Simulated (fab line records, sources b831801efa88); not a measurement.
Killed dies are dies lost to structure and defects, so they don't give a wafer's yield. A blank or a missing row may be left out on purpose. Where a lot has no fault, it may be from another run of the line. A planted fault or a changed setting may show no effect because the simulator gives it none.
Which tool was responsible? -- flow sky130 -- 11 lots, 33 wafers sampled, at 4 steps of a route of 708

## WHAT THE GAUGES SHOWED, per wafer
SKY_LDD_HVN_TW_MEAS_10.
lot,measured,on,LDD_HVN_TW
L224,day 22 04:59,filmMetro-04,1405 1397 1405
L225,day 22 04:20,filmMetro-03,1428 1437 1436
L226,day 22 10:30,filmMetro-03,1432 1441 1433
L227,day 22 19:49,filmMetro-04,1404 1402 1406
L228,day 23 12:13,filmMetro-01,1448 1444 1443
L229,day 23 17:38,filmMetro-01,1433 1440 1443
L230,day 23 20:01,filmMetro-03,1438 1431 1433
L231,day 24 01:52,filmMetro-01,1428 1434 1439
L238,day 26 09:07,filmMetro-03,1228 1224 1220
L240,day 27 04:02,filmMetro-01,1228 1219 1227
L244,day 28 21:59,filmMetro-04,1397 1397 1402

## EACH LOT AND THE TOOL THAT RAN IT (in order: tool; ch and the chambers of the sampled wafers; start)
lot,SKY_POLY_GATE_ETCH_16,SKY_POLY_GATE_STRIP_18,SKY_LDD_HVN_IMPLANT_08
L224,"rieDiel-03 ch 1,2,3, day 18 02:10","plasmaAsher-02 ch 0,1, day 18 02:20","implanter-04 ch 0, day 22 04:45"
L225,"rieDiel-02 ch 0,1, day 18 02:32","plasmaAsher-01 ch 0,1, day 18 02:41","implanter-03 ch 0, day 22 04:05"
L226,"rieDiel-02 ch 1,2,3, day 18 09:46","plasmaAsher-01 ch 0,1, day 18 09:58","implanter-03 ch 0, day 22 10:18"
L227,"rieDiel-02 ch 0,2,3, day 18 18:35","plasmaAsher-03 ch 0,1, day 18 18:46","implanter-03 ch 0, day 22 19:35"
L228,"rieDiel-02 ch 0,1, day 19 11:37","plasmaAsher-02 ch 0, day 19 11:47","implanter-02 ch 0, day 23 11:58"
L229,"rieDiel-04 ch 0,2,3, day 19 16:37","plasmaAsher-01 ch 0,1, day 19 16:47","implanter-03 ch 0, day 23 17:23"
L230,"rieDiel-03 ch 1,2,3, day 19 21:16","plasmaAsher-01 ch 0,1, day 19 21:28","implanter-02 ch 0, day 23 19:47"
L231,"rieDiel-03 ch 0,3, day 20 02:10","plasmaAsher-01 ch 0,1, day 20 02:20","implanter-03 ch 0, day 24 01:37"
L238,"rieDiel-04 ch 0,1,3, day 22 11:32","plasmaAsher-03 ch 0,1, day 22 11:41","implanter-03 ch 0, day 26 08:52"
L240,"rieDiel-02 ch 0,1,2, day 23 05:32","plasmaAsher-01 ch 0,1, day 23 05:41","implanter-03 ch 0, day 27 03:47"
L244,"rieDiel-02 ch 1,2,3, day 25 04:17","plasmaAsher-01 ch 0, day 25 04:26","implanter-02 ch 0, day 28 21:45"
- SKY_POLY_GATE_ETCH_16: etches Si3N4 in CH3F/O2, stops on poly-Si, time 147.5 s, target depth 75 nm.
- SKY_POLY_GATE_STRIP_18: strips in O2/N2.
- SKY_LDD_HVN_IMPLANT_08

## THE ANSWER, worked out from the rows above alone
Rule: usual is defined by the lots themselves. Put in order of their means at a reading, lots are off if they are a third of the lots or fewer, leave a main group of 4 or more, and stand apart from it by a gap of 3 or more times the standard deviation of the main group's means; of several such gaps the widest counts. A main group is skipped when, at the precision printed for the reading in the tables above, its means are all equal. Also off: a lot with no number at a reading for which 4 or more lots have one. All remaining lots with rows at the step are treated as sound.
Off: at SKY_LDD_HVN_TW_MEAS_10 (LDD_HVN_TW), L238, L240. Mean 1425 and standard deviation 17 in the main group.
A tool fits if, at a process step before that reading, it ran every lot that is off, and no sound lot after the first of them. Those tools and the gauges at SKY_LDD_HVN_TW_MEAS_10 are tried in the same way. One fits: SKY_LDD_HVN_IMPLANT_08 on implanter-03. Its last sound lot is L231 (day 24 01:37), its first lot that is off L238 (day 26 08:52): a fault that began between those two fits.

## WHAT HAD BEEN PUT IN BY THE SIMULATOR
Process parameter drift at SKY_LDD_HVN_IMPLANT_08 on implanter-03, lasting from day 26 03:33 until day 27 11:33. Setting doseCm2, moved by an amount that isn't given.
Shown lots that were struck: L238, L240. Same finding as the rule above.
